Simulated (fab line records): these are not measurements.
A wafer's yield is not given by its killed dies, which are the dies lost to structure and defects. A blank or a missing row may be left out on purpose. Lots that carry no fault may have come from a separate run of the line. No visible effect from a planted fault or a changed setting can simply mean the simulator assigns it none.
fab line records | flow sky130
record: lots: 13 wafers: 39 lastDay: 50
route steps=708 shown NWELL@76 VT_ADJUST_NCORE@127 VT_ADJUST_HVTR@138 PAD_OPEN@708
lots that met no fault: from a run of the same line without faults
startH: hours from the record's first day to the start of the lot's first wafer shown | waitH: hours from the lot's prior step to this one | " the same as in the row above | L1.1+2: one row covering several wafers at once | - either no value or no given start | * or withheld: withheld | < > ~ a bound
route shown NAME@n: names a module that has steps shown in the file, with the first one's number in the route | usual: mean/standard deviation taken from wafers without a fault | same: alike in all rows | chamber/n: place in a boat | sites: readings site by site | _std_site: standard deviation of those values | _edge_site: outer sites' mean less inner sites' | radiusMm: how far each site lies from the wafer's centre | mask NAME#n: copy n | behind: the last tool/chamber to shape the wafer | hold: why the lot was held/for how many hours/how that ended | device: names the non-switching transistor (n, p or np) | end of line: the route-end tests of the same wafers | for a step that has no rows: nothing shown but its recipe | killed: count of dies lost to structure and defects at first sort (not the wafer's yield) | map: dies across one wafer; x = killed, . = not, _ = none there
set.NAME: the setting as run; set.NAME@STEP: as run at that earlier step | model.NAME: the simulator's own value behind a step, which no gauge read
the route's steps for a sample of lots (tables are steps, rows are wafers)
services: the hour from which a tool's chamber was out of use, counted from the record's first day as startH (under 0 if before that day), plus the number of hours and why
== steps ==
step: SKY_NWELL_OVL_MEAS_23
usual: NWELL_01_OVL: 0.5/1.3
columns lot.wafer tool chamber startH waitH NWELL_01_OVL[nm]
L318.2 overlay-02 - 108.74 - -1.3
L318.3 " - " " 0.8
L318.5 " - " " 0.9
L321.1 overlay-02 - 125.83 - -0.2
L321.5 " - " " 0.8
L321.6 " - " " 0.5
L322.1 overlay-02 - 131.78 - 0.1
L322.3 " - " " 1.7
L322.4 " - " " -0.6
L323.3 overlay-02 - 138.80 - -0.9
L323.4 " - " " 0.9
L323.5 " - " " 0.9
L324.1 overlay-02 - 143.88 - -2.0
L324.4 " - " " -1.0
L324.6 " - " " -1.3
L325.3 overlay-02 - 149.75 - -1.6
L325.4 " - " " -2.9
L325.6 " - " " -1.0
L328.2 overlay-02 - 175.88 - 1.2
L328.4 " - " " 2.5
L328.6 " - " " 1.7
L329.1 overlay-01 - 179.42 - 1.0
L329.4 " - " " 0.8
L329.5 " - " " -0.5
L330.4 overlay-02 - 185.89 - -1.6
L330.5 " - " " -0.2
L330.6 " - " " 1.5
L331.4 overlay-01 - 189.95 - 2.1
L331.5 " - " " 1.3
L331.6 " - " " 1.9
L338.1 overlay-02 - 236.93 - 1.2
L338.4 " - " " 1.2
L338.5 " - " " 1.7
L340.1 overlay-01 - 240.72 - 0.7
L340.4 " - " " 2.4
L340.5 " - " " 1.0
L339.2 overlay-02 - 240.84 - 1.1
L339.3 " - " " 0.3
L339.4 " - " " -0.6
step: SKY_VT_ADJUST_NCORE_OVL_MEAS_08
usual: VT_ADJUST_NCORE_OVL: 1.0/1.2
columns lot.wafer tool chamber startH waitH VT_ADJUST_NCORE_OVL[nm]
L318.2 overlay-01 - 188.40 0.1 -0.5
L318.3 " - " " 0.5
L318.5 " - " " 0.0
L321.1 overlay-02 - 209.65 0.1 -0.6
L321.5 " - " " 1.1
L321.6 " - " " -1.1
L322.1 overlay-01 - 214.55 0.1 -0.4
L322.3 " - " " -1.3
L322.4 " - " " 1.9
L323.3 overlay-02 - 224.67 0.1 0.0
L323.4 " - " " 3.2
L323.5 " - " " 0.8
L324.1 overlay-01 - 230.41 0.1 0.5
L324.4 " - " " 2.3
L324.6 " - " " 0.8
L325.3 overlay-01 - 237.32 0.1 1.9
L325.4 " - " " 1.7
L325.6 " - " " 2.4
L328.2 overlay-02 - 268.55 0.1 0.8
L328.4 " - " " 1.8
L328.6 " - " " -0.5
L329.1 overlay-01 - 272.34 0.1 1.5
L329.4 " - " " 1.6
L329.5 " - " " -0.1
L330.4 overlay-02 - 279.76 0.1 1.0
L330.5 " - " " 2.5
L330.6 " - " " 4.3
L331.4 overlay-01 - 284.31 0.1 1.2
L331.5 " - " " 0.3
L331.6 " - " " 2.1
L338.1 overlay-01 - 337.35 0.1 -0.5
L338.4 " - " " 0.9
L338.5 " - " " 0.9
L340.1 overlay-01 - 342.95 0.1 0.3
L340.4 " - " " 1.0
L340.5 " - " " 2.3
L339.2 overlay-02 - 343.02 0.1 0.2
L339.3 " - " " 0.2
L339.4 " - " " -0.7
step: SKY_VT_ADJUST_NCORE_IMPLANT_09
recipe: species: B energyKev: 10 doseCm2: 2.4e+12 tiltDeg: withheld
usual: beamEnergyKeV: 9.999/0.0032 doseIonsCm2: 2.3999e+12/2.9e+09 faradayCurrentUA: 13.50/0.3
columns lot.wafer tool chamber startH waitH beamEnergyKeV doseIonsCm2 faradayCurrentUA
L318.2 implanter-04 0 188.45 0.0 9.999 2.3978e+12 13.46
L318.3 " 0 " " 10.004 2.4008e+12 13.42
L318.5 " 0 " " 10.003 2.4e+12 13.40
L321.1 implanter-02 0 209.69 0.0 10.001 2.3991e+12 13.86
L321.5 " 0 " " 9.999 2.402e+12 13.38
L321.6 " 0 " " 10.002 2.3965e+12 13.63
L322.1 implanter-01 0 214.59 0.0 10.003 2.4072e+12 13.20
L322.3 " 0 " " 10.001 2.3984e+12 13.77
L322.4 " 0 " " 9.998 2.3986e+12 13.53
L323.3 implanter-02 0 224.74 0.1 9.997 2.4029e+12 13.43
L323.4 " 0 " " 9.998 2.4015e+12 13.57
L323.5 " 0 " " 9.994 2.405e+12 13.86
L324.1 implanter-01 0 230.45 0.0 9.998 2.3959e+12 13.58
L324.4 " 0 " " 9.994 2.3961e+12 14.12
L324.6 " 0 " " 9.994 2.3999e+12 13.64
L325.3 implanter-02 0 237.39 0.1 10.001 2.3936e+12 13.76
L325.4 " 0 " " 10.000 2.3997e+12 13.58
L325.6 " 0 " " 10.005 2.3993e+12 13.66
L328.2 implanter-04 0 268.60 0.0 9.999 2.3987e+12 12.98
L328.4 " 0 " " 10.002 2.4035e+12 13.83
L328.6 " 0 " " 9.996 2.4008e+12 13.33
L329.1 implanter-04 0 272.38 0.0 10.003 2.3973e+12 13.11
L329.4 " 0 " " 10.003 2.398e+12 13.38
L329.5 " 0 " " 9.996 2.4001e+12 13.27
L330.4 implanter-02 0 279.85 0.1 10.003 2.4039e+12 13.73
L330.5 " 0 " " 9.999 2.3995e+12 13.07
L330.6 " 0 " " 10.006 2.4032e+12 13.24
L331.4 implanter-02 0 284.40 0.1 9.997 2.3999e+12 13.76
L331.5 " 0 " " 9.997 2.3976e+12 13.48
L331.6 " 0 " " 9.994 2.3962e+12 12.90
L338.1 implanter-04 0 337.39 0.0 9.994 2.1606e+12 12.26
L338.4 " 0 " " 9.996 2.1602e+12 12.49
L338.5 " 0 " " 9.998 2.1607e+12 11.87
L340.1 implanter-04 0 342.99 0.0 10.000 2.165e+12 12.10
L340.4 " 0 " " 9.998 2.1585e+12 12.08
L340.5 " 0 " " 10.001 2.1598e+12 12.68
L339.2 implanter-02 0 343.07 0.0 9.997 2.4037e+12 13.32
L339.3 " 0 " " 9.997 2.4059e+12 13.35
L339.4 " 0 " " 10.001 2.4052e+12 13.41
step: SKY_VT_ADJUST_NCORE_TW_MEAS_11
usual: VT_ADJUST_NCORE_TW: 219.6/1.2
columns lot.wafer tool chamber startH waitH VT_ADJUST_NCORE_TW
L318.2 filmMetro-03 - 188.69 0.1 219.8
L318.3 " - " " 219.9
L318.5 " - " " 221.6
L321.1 filmMetro-04 - 209.94 0.1 216.3
L321.5 " - " " 217.0
L321.6 " - " " 217.3
L322.1 filmMetro-03 - 214.84 0.1 220.2
L322.3 " - " " 219.8
L322.4 " - " " 219.6
L323.3 filmMetro-01 - 224.96 0.1 220.4
L323.4 " - " " 219.8
L323.5 " - " " 218.9
L324.1 filmMetro-01 - 230.70 0.1 219.6
L324.4 " - " " 220.1
L324.6 " - " " 220.2
L325.3 filmMetro-03 - 237.61 0.1 221.4
L325.4 " - " " 219.2
L325.6 " - " " 220.2
L328.2 filmMetro-03 - 268.84 0.1 219.1
L328.4 " - " " 218.4
L328.6 " - " " 218.6
L329.1 filmMetro-04 - 272.63 0.1 218.8
L329.4 " - " " 218.5
L329.5 " - " " 219.5
L330.4 filmMetro-04 - 280.06 0.1 219.5
L330.5 " - " " 218.1
L330.6 " - " " 219.3
L331.4 filmMetro-01 - 284.61 0.1 218.9
L331.5 " - " " 218.9
L331.6 " - " " 219.2
L338.1 filmMetro-01 - 337.64 0.1 214.8
L338.4 " - " " 216.1
L338.5 " - " " 214.8
L340.1 filmMetro-03 - 343.24 0.1 212.8
L340.4 " - " " 211.8
L340.5 " - " " 212.3
L339.2 filmMetro-04 - 343.31 0.1 218.3
L339.3 " - " " 219.0
L339.4 " - " " 220.4
step: SKY_VT_ADJUST_HVTR_CD_MEAS_07
recipe: targetCdNm: 380
usual: cdNm: 380.6/2.1
columns lot.wafer tool chamber startH waitH cdNm
L318.2 cdSem-01 - 211.15 0.1 381.3
L318.3 " - " " 382.4
L318.5 " - " " 382.4
L321.1 cdSem-02 - 232.23 0.1 383.8
L321.5 " - " " 381.5
L321.6 " - " " 383.1
L322.1 cdSem-01 - 237.48 0.1 381.2
L322.3 " - " " 380.7
L322.4 " - " " 381.4
L323.3 cdSem-01 - 248.46 0.1 377.9
L323.4 " - " " 382.1
L323.5 " - " " 379.3
L324.1 cdSem-02 - 254.27 0.1 377.5
L324.4 " - " " 376.7
L324.6 " - " " 377.8
L325.3 cdSem-01 - 261.51 0.1 378.9
L325.4 " - " " 378.1
L325.6 " - " " 379.9
L328.2 cdSem-01 - 292.19 0.1 379.5
L328.4 " - " " 378.1
L328.6 " - " " 377.8
L329.1 cdSem-01 - 297.42 0.1 379.5
L329.4 " - " " 379.1
L329.5 " - " " 380.8
L330.4 cdSem-02 - 304.69 0.1 379.6
L330.5 " - " " 377.9
L330.6 " - " " 380.5
L331.4 cdSem-01 - 309.43 0.1 375.0
L331.5 " - " " 374.9
L331.6 " - " " 378.0
L338.1 cdSem-02 - 364.43 0.1 378.6
L338.4 " - " " 379.8
L338.5 " - " " 380.2
L340.1 cdSem-02 - 370.42 0.1 378.4
L340.4 " - " " 381.7
L340.5 " - " " 377.3
L339.2 cdSem-01 - 370.74 0.1 380.3
L339.3 " - " " 378.2
L339.4 " - " " 377.9
step: SKY_PAD_OPEN_PROBE_99
usual: killed_at_M0_to_M3: 44/7 killed_at_M4_up: 3.2/2 killedAtContacts: 25/5.3 killedAtFrontEnd: 15/4.3 killedAtOther: 0.3/0.54 killedDies: 86/8.7 killedOnRim: 17/3.6 killedOpen: 47/6.4 killedShort: 39/5.6
same: grossDies: 492 killedAtBackSide: 0
columns lot.wafer tool chamber startH waitH killed_at_M0_to_M3 killed_at_M4_up killedAtContacts killedAtFrontEnd killedAtOther killedDies killedOnRim killedOpen killedShort
L325.3 prober-01 - 1117.74 0.2 30 2 29 18 0 79 16 43 36
L325.4 prober-01 - 1117.79 0.2 40 2 30 19 0 91 15 45 46
L325.6 prober-01 - 1117.89 0.2 40 2 26 17 1 86 14 48 38
L330.4 prober-02 - 1150.14 0.2 29 6 25 11 1 72 14 28 43
L330.5 prober-02 - 1150.19 0.2 47 5 26 7 0 85 13 45 40
L330.6 prober-02 - 1150.24 0.2 38 2 29 14 1 84 20 45 37
killed by level:class
L325.3 LI_CONTACT:geometricParticle:open=8 CONTACT:geometricParticle:short=6 CONTACT:geometricParticle:open=6 VIA1:geometricParticle:open=6 VIA3:geometricParticle:open=6 FIELD_ISO:geometricParticle:short=5 LOCAL_INTERCONNECT:geometricParticle:short=5 FIELD_ISO:geometricParticle:open=4
L325.4 LI_CONTACT:geometricParticle:open=11 CONTACT:geometricParticle:open=8 VIA1:geometricParticle:open=8 METAL1:geometricParticle:short=7 METAL2:geometricParticle:short=6 POLY_GATE:geometricParticle:short=5 VIA3:geometricParticle:open=5 FIELD_ISO:geometricParticle:short=4
L325.6 VIA1:geometricParticle:open=10 VIA2:geometricParticle:open=8 CONTACT:geometricParticle:open=8 LI_CONTACT:geometricParticle:open=7 METAL2:geometricParticle:short=6 CONTACT:geometricParticle:short=5 FIELD_ISO:geometricParticle:open=3 LI_CONTACT:geometricParticle:short=3
L330.4 LOCAL_INTERCONNECT:geometricParticle:short=8 CONTACT:geometricParticle:open=7 VIA1:geometricParticle:open=6 METAL4:geometricParticle:short=4 CONTACT:geometricParticle:short=4 METAL2:geometricParticle:short=4 VIA2:geometricParticle:short=4 FIELD_ISO:geometricParticle:open=3
L330.5 VIA1:geometricParticle:open=12 CONTACT:geometricParticle:open=12 METAL2:geometricParticle:short=9 VIA2:geometricParticle:open=6 LI_CONTACT:geometricParticle:open=5 CONTACT:geometricParticle:short=5 METAL1:geometricParticle:short=4 VIA1:geometricParticle:short=4
L330.6 CONTACT:geometricParticle:open=10 VIA1:geometricParticle:open=8 CONTACT:geometricParticle:short=7 VIA3:geometricParticle:open=7 LI_CONTACT:geometricParticle:open=6 VIA2:geometricParticle:short=6 POLY_GATE:geometricParticle:open=5 METAL2:geometricParticle:short=5
== services ==
columns tool chamber startH hours kind
implanter-02 - 171.59 1.6 pm
implanter-04 - 235.99 28.4 pm
implanter-01 - 246.78 3.2 repair
implanter-01 - 289.69 4.8 repair
implanter-01 - 302.33 4.2 pm
== key ==
firstSign: step: SKY_VT_ADJUST_NCORE_IMPLANT_09 reading: doseIonsCm2 direction: down sigmas: 82 usual: * struck: *
effect: step: SKY_VT_ADJUST_NCORE_IMPLANT_09 reading: faradayCurrentUA direction: down sigmas: 4.2 usual: 13.50 struck: 12.25
effect: step: SKY_VT_ADJUST_NCORE_TW_MEAS_11 reading: VT_ADJUST_NCORE_TW direction: down sigmas: 4.9 usual: 219.6 struck: 213.8
metAt SKY_VT_ADJUST_NCORE_IMPLANT_09
struckLots L338,L340
testerLeftOut L338,L340
notActingAt SKY_NWELL_OVL_MEAS_23,SKY_VT_ADJUST_NCORE_OVL_MEAS_08,SKY_VT_ADJUST_HVTR_CD_MEAS_07
onsetBetween 272.38 337.39
fault: kind: processParameterDrift tool: implanter-04 chamber: - onsetH: 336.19 steps: SKY_VT_ADJUST_NCORE_IMPLANT_09 channel: doseCm2 offset: * shape: step endH: 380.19 actsIn: * stated: *
testerLeftOut: of these lots the tester's yield and bins aren't shown, on N5 and GAA mostly nor the transistor test; their killed dies are dies lost to structure and defects alone, not to doping, threshold or leakage, so they don't give the yield
